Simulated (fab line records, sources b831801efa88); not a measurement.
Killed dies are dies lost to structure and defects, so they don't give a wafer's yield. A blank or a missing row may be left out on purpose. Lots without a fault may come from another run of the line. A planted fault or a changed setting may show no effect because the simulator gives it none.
fab line records | flow sky130
record lots=12 wafers=36 last_day=51
route steps=708 shown VIA4@657 PAD_OPEN@708
lots that met no fault: from a run of the same line without faults
start_h: hours from the record's first day to the start of the lot's first wafer shown | wait_h: hours since the lot's step before | " the same as in the row above | L1.1+2: a row that stands for several wafers | - no value, or no start given | * or withheld: withheld | < > ~ a bound
route shown NAME@n: a module of which the file shows steps, and the number in the route of the first | usual: mean/standard deviation of fault-free wafers | same: alike in all rows | chamber/n: place in a boat | sites: the reading at each site | _std_site: their standard deviation | _edge_site: outer sites' mean less inner sites' | radius_mm: how far each site lies from the wafer's centre | mask NAME#n: copy n | behind: the tool/chamber that last shaped the wafer | hold: why the lot was held/for how many hours/how that ended | device: the transistor (n, p or np) that didn't switch | end of line: the same wafers' tests at the end of the route | a step without rows: its recipe alone | killed: dies lost to structure and defects at the first sort, not the wafer's yield | map: a wafer's dies, x killed, . not, _ none there
set.NAME: the setting as run; set.NAME@STEP: as run at that earlier step | model.NAME: the simulator's own value behind a step, which no gauge read
steps of the route over a sample of lots; a table a step, a row a wafer
services: from which hour (start_h, from the record's first day; less than 0 if before it) a tool's chamber was out of use, for how many hours, and why
## steps
# step SKY_VIA4_CVD_18
# recipe material=W target_thk_nm=505 time_s=152.14 temp_c=400 pressure_torr=40
# usual heater_power_w=861/66
# columns lot.wafer tool chamber start_h wait_h heater_power_w since_wet_clean_h
L250.1 cvd_w-02 0 1042.56 0.0 769 125
L250.3 " 1 " " 939 -
L250.5 " 0 " " 770 -
L251.1 cvd_w-01 1 1045.16 0.0 888 641
L251.5 " 0 " " 825 -
L251.6 " 1 " " 894 -
L253.1 cvd_w-01 1 1057.58 0.0 889 654
L253.4 " 1 " " 897 -
L253.5 " 1 " " 890 -
L254.1 cvd_w-02 1 1060.58 0.0 911 143
L254.2 " 0 " " 761 143
L254.3 " 0 " " 776 -
L255.1 cvd_w-02 1 1062.79 0.0 928 145
L255.3 " 1 " " 946 -
L255.4 " 0 " " 778 -
L257.1 cvd_w-02 0 1075.37 0.0 770 157
L257.2 " 1 " " 921 157
L257.3 " 0 " " 772 -
L258.1 cvd_w-02 0 1083.65 0.0 764 166
L258.5 " 0 " " 766 -
L258.6 " 1 " " 935 -
L269.2 cvd_w-02 1 1146.73 0.0 922 229
L269.3 " 0 " " 767 -
L269.6 " 0 " " 793 -
L268.2 cvd_w-01 1 1146.84 0.0 885 743
L268.3 " 0 " " 837 -
L268.6 " 0 " " 839 -
L270.2 cvd_w-01 1 1155.06 0.1 899 -
L270.3 " 1 " " 892 -
L270.6 " 1 " " 886 -
L271.4 cvd_w-01 1 1156.91 0.2 880 -
L271.5 " 1 " " 897 -
L271.6 " 1 " " 922 -
L272.1 cvd_w-01 0 1166.34 0.0 830 762
L272.3 " 0 " " 830 -
L272.5 " 0 " " 824 -
# step SKY_VIA4_RS_MEAS_19
# recipe thk_meas_gauge=four-point-probe reads=W_of_VIA4_CVD_18+TiN_of_VIA4_SPUTTER_17
# usual VIA4_W_RS=0.2270/0.0018
# columns lot.wafer tool chamber start_h wait_h hold VIA4_W_RS[ohm/sq]
L250.1 film_metro-02 - 1042.71 0.1 - 0.2287
L250.3 " - " " - 0.2281
L250.5 " - " " - 0.2292
L251.1 film_metro-03 - 1045.31 0.1 - 0.2273
L251.5 " - " " - 0.2273
L251.6 " - " " - 0.2267
L253.1 film_metro-03 - 1057.74 0.1 - 0.2268
L253.4 " - " " - 0.2293
L253.5 " - " " - 0.2287
L254.1 film_metro-02 - 1060.73 0.1 - 0.2286
L254.2 " - " " - 0.2272
L254.3 " - " " - 0.2308
L255.1 film_metro-02 - 1062.94 0.1 - 0.2292
L255.3 " - " " - 0.2241
L255.4 " - " " - 0.2270
L257.1 film_metro-04 - 1075.52 0.1 await_dispo/0.2h/release 0.3631
L257.2 " - " " await_dispo/0.2h/release 0.2298
L257.3 " - " " await_dispo/0.2h/release 0.2265
L257.1 film_metro-04 - 1075.81 0.3 - 0.3628
L257.2 " - " " - 0.2297
L257.3 " - " " - 0.2271
L258.1 film_metro-04 - 1083.80 0.1 await_dispo/0.2h/release 0.3591
L258.5 " - " " await_dispo/0.2h/release 0.3571
L258.6 " - " " await_dispo/0.2h/release 0.2248
L258.1 film_metro-04 - 1084.08 0.3 - 0.3588
L258.5 " - " " - 0.3576
L258.6 " - " " - 0.2247
L269.2 film_metro-04 - 1146.90 0.1 - 0.2239
L269.3 " - " " - 0.2241
L269.6 " - " " - 0.2243
L268.2 film_metro-03 - 1147.01 0.1 - 0.2280
L268.3 " - " " - 0.2280
L268.6 " - " " - 0.2285
L270.2 film_metro-03 - 1155.33 0.2 - 0.2287
L270.3 " - " " - 0.2266
L270.6 " - " " - 0.2267
L271.4 film_metro-03 - 1157.12 0.2 - 0.2283
L271.5 " - " " - 0.2277
L271.6 " - " " - 0.2274
L272.1 film_metro-03 - 1166.49 0.1 - 0.2304
L272.3 " - " " - 0.2288
L272.5 " - " " - 0.2292
# step SKY_VIA4_THK_MEAS_20
# recipe thk_meas_gauge=xrf reads=W_of_VIA4_CVD_18
# usual VIA4_W_THK=529/6.2
# columns lot.wafer tool chamber start_h wait_h hold VIA4_W_THK[nm]
L250.1 film_metro-02 - 1042.83 0.1 - 520
L250.3 " - " " - 522
L250.5 " - " " - 517
L251.1 film_metro-03 - 1045.43 0.1 - 528
L251.5 " - " " - 526
L251.6 " - " " - 523
L253.1 film_metro-03 - 1057.86 0.1 - 527
L253.4 " - " " - 523
L253.5 " - " " - 525
L254.1 film_metro-02 - 1060.85 0.1 - 523
L254.2 " - " " - 524
L254.3 " - " " - 515
L255.1 film_metro-02 - 1063.06 0.1 - 524
L255.3 " - " " - 534
L255.4 " - " " - 527
L257.1 film_metro-04 - 1081.41 5.6 await_dispo/0.2h/release 331
L257.2 " - " " await_dispo/0.2h/release 527
L257.3 " - " " await_dispo/0.2h/release 534
L257.1 film_metro-04 - 1081.66 0.2 - 330
L257.2 " - " " - 527
L257.3 " - " " - 536
L258.1 film_metro-04 - 1087.91 3.8 await_dispo/0.2h/release 334
L258.5 " - " " await_dispo/0.2h/release 337
L258.6 " - " " await_dispo/0.2h/release 538
L258.1 film_metro-04 - 1088.16 0.2 - 334
L258.5 " - " " - 337
L258.6 " - " " - 540
L269.2 film_metro-04 - 1147.01 0.1 - 541
L269.3 " - " " - 538
L269.6 " - " " - 538
L268.2 film_metro-03 - 1147.12 0.1 - 524
L268.3 " - " " - 531
L268.6 " - " " - 523
L270.2 film_metro-03 - 1155.44 0.1 - 529
L270.3 " - " " - 535
L270.6 " - " " - 534
L271.4 film_metro-03 - 1157.21 0.1 - 528
L271.5 " - " " - 530
L271.6 " - " " - 531
L272.1 film_metro-03 - 1166.61 0.1 - 523
L272.3 " - " " - 529
L272.5 " - " " - 528
# step SKY_VIA4_CMP_21
# recipe stop_on=SiO2 t_overpolish_s=25 down_force_psi=3.5 platen_rpm=60 target_thk_nm=0 pad_velocity_m_s=0.94248
# usual head_pressure_psi=3.499/0.0082 motor_current_A=11.0/1.2 slurry_flow_ml_min=150.0/0.49 time_to_endpoint_s=126/3.3
# columns lot.wafer tool chamber start_h wait_h hold head_pressure_psi motor_current_A slurry_flow_ml_min time_to_endpoint_s
L250.1 cmp-01 0 1042.89 0.1 - 3.505 9.8 149.7 123
L250.3 " 2 " " - 3.508 11.8 150.1 123
L250.5 " 1 " " - 3.506 10.5 150.7 123
L251.1 cmp-02 1 1045.68 0.2 - 3.493 12.6 148.5 125
L251.5 " 0 " " - 3.507 9.9 149.4 128
L251.6 " 1 " " - 3.502 12.6 149.7 126
L253.4 cmp-02 0 1057.97 0.1 - 3.483 10.0 150.2 123
L253.1 " 2 " " - 3.494 12.4 150.1 129
L253.5 " 0 " " - 3.502 9.1 150.1 124
L254.2 cmp-02 3 1060.91 0.0 - 3.494 11.7 149.9 125
L254.1 " 0 " " - 3.516 9.7 150.2 123
L254.3 " 1 " " - 3.497 12.8 150.4 124
L255.3 cmp-02 2 1063.26 0.2 - 3.503 12.2 150.0 133
L255.4 " 0 " " - 3.500 8.9 149.5 129
L255.1 " 1 " " - 3.499 12.6 150.2 126
L257.2 cmp-02 3 1083.44 1.8 await_dispo/1.7h/release 3.499 12.2 150.4 123
L257.3 " 0 " " await_dispo/1.7h/release 3.513 8.9 149.5 125
L257.1 " 1 " " await_dispo/1.7h/release 3.502 12.7 150.3 78
L258.1 cmp-02 3 1090.71 2.5 await_dispo/1.8h/release 3.501 11.7 149.9 76
L258.6 " 0 " " await_dispo/1.8h/release 3.511 9.2 148.9 120
L258.5 " 1 " " await_dispo/1.8h/release 3.501 13.4 148.8 75
L269.3 cmp-01 1 1147.06 0.0 - 3.506 10.2 150.1 129
L269.2 " 3 " " - 3.486 10.1 150.6 132
L269.6 " 2 " " - 3.485 11.7 151.2 131
L268.3 cmp-01 3 1147.36 0.2 - 3.517 10.7 150.2 130
L268.2 " 0 " " - 3.494 9.7 150.4 129
L268.6 " 0 " " - 3.482 9.8 150.2 131
L270.2 cmp-01 0 1155.59 0.1 - 3.496 10.1 149.4 129
L270.3 " 1 " " - 3.497 10.6 150.6 127
L270.6 " 3 " " - 3.500 10.2 150.2 129
L271.4 cmp-01 2 1157.29 0.1 - 3.498 11.9 150.8 126
L271.5 " 1 " " - 3.502 10.8 150.9 124
L271.6 " 2 " " - 3.493 12.7 150.6 125
L272.1 cmp-01 3 1166.72 0.1 - 3.483 10.5 150.5 130
L272.3 " 0 " " - 3.511 10.1 150.4 130
L272.5 " 2 " " - 3.490 12.6 148.8 128
# step SKY_PAD_OPEN_PROBE_99
# usual defect_limited_yield=82.3/1.8 killed_at_M0_to_M3=43/6.9 killed_at_M4_up=3.2/1.6 killed_at_contacts=25/5.1 killed_at_front_end=16/4.5 killed_at_other=0.3/0.68 killed_dies=87/8.9 killed_on_rim=16/3.6 killed_open=48/6.9 killed_short=39/6.3 sort_bin_3_pad_short=0.8/0.4 sort_bin_5_function=10.5/1.4 sort_bin_6_memory=6.4/1.1 sort_n_pass=405/8.9 sort_yield_pct=82.3/1.8
# same gross_dies=492 killed_at_back_side=0 sort_bin_4_leakage[%]=0 sort_bin_8_speed[%]=0
# columns lot.wafer tool chamber start_h wait_h defect_limited_yield[%] killed_at_M0_to_M3 killed_at_M4_up killed_at_contacts killed_at_front_end killed_at_other killed_dies killed_on_rim killed_open killed_short sort_bin_3_pad_short[%] sort_bin_5_function[%] sort_bin_6_memory[%] sort_n_pass sort_yield_pct[%]
L269.2 prober-01 - 1204.54 0.1 86.2 31 3 17 17 0 68 12 30 38 1.6 8.1 4.1 424 86.2
L269.3 prober-01 - 1204.59 0.2 80.1 42 5 30 21 0 98 19 49 49 0.8 11.8 7.3 394 80.1
L269.6 prober-01 - 1204.74 0.2 83.7 36 4 21 19 0 80 15 37 43 0.8 7.7 7.7 412 83.7
# killed by level:class
L269.2 POLY_GATE:geometric_particle:short=6 VIA1:geometric_particle:open=5 METAL2:geometric_particle:short=5 POLY_GATE:geometric_particle:open=4 CONTACT:geometric_particle:short=4 CONTACT:geometric_particle:open=4 VIA2:geometric_particle:open=4 LI_CONTACT:geometric_particle:open=3
L269.3 CONTACT:geometric_particle:open=14 FIELD_ISO:geometric_particle:open=7 FIELD_ISO:geometric_particle:short=6 LI_CONTACT:geometric_particle:open=6 CONTACT:geometric_particle:short=6 METAL1:geometric_particle:short=6 VIA1:geometric_particle:open=6 METAL2:geometric_particle:short=6
L269.6 FIELD_ISO:geometric_particle:open=9 CONTACT:geometric_particle:open=6 VIA1:geometric_particle:short=5 VIA3:geometric_particle:open=5 FIELD_ISO:geometric_particle:short=4 LOCAL_INTERCONNECT:geometric_particle:short=4 CONTACT:geometric_particle:short=4 METAL1:geometric_particle:short=4
## services
# columns tool chamber start_h hours kind
cvd_w-01 0 1036.42 3.1 repair
cvd_w-02 - 1046.26 6.9 pm
cvd_w-01 - 1063.85 0.8 repair
cvd_w-02 - 1063.98 1.5 repair
cvd_w-02 - 1065.51 3.8 pm
cmp-02 - 1084.28 4.0 pm
cvd_w-02 - 1085.00 0.9 repair
cmp-02 - 1088.28 - consumable_replace:conditioner
cmp-02 - 1088.28 - consumable_replace:pad
cmp-02 - 1092.97 15.6 repair
cvd_w-01 - 1123.82 2.8 pm
cmp-01 - 1134.85 1.2 repair
cmp-01 - 1137.56 1.8 repair
cmp-02 - 1144.01 4.3 pm
cvd_w-01 0 1154.43 5.2 repair
## key
first_sign step=SKY_VIA4_RS_MEAS_19 reading=visit direction=added
effect step=SKY_VIA4_RS_MEAS_19 reading=VIA4_W_RS direction=up sigmas=73 usual=0.2270 struck=0.3597
effect step=SKY_VIA4_THK_MEAS_20 reading=visit direction=added
effect step=SKY_VIA4_THK_MEAS_20 reading=VIA4_W_THK direction=down sigmas=31 usual=529 struck=334
effect step=SKY_VIA4_CMP_21 reading=time_to_endpoint_s direction=down sigmas=15 usual=* struck=*
met_at SKY_VIA4_CVD_18
struck_lots L257,L258
struck_wafers L257.1,L258.1,L258.5
onset_between 1062.79 1075.37
fault kind=process_parameter_drift tool=cvd_w-02 chamber=- onset_h=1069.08 steps=SKY_VIA4_CVD_18 channel=target_thk_nm offset=-188.34 shape=step end_h=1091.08 scope=struck_wafers_only acts_in=these_recipes_only stated=505
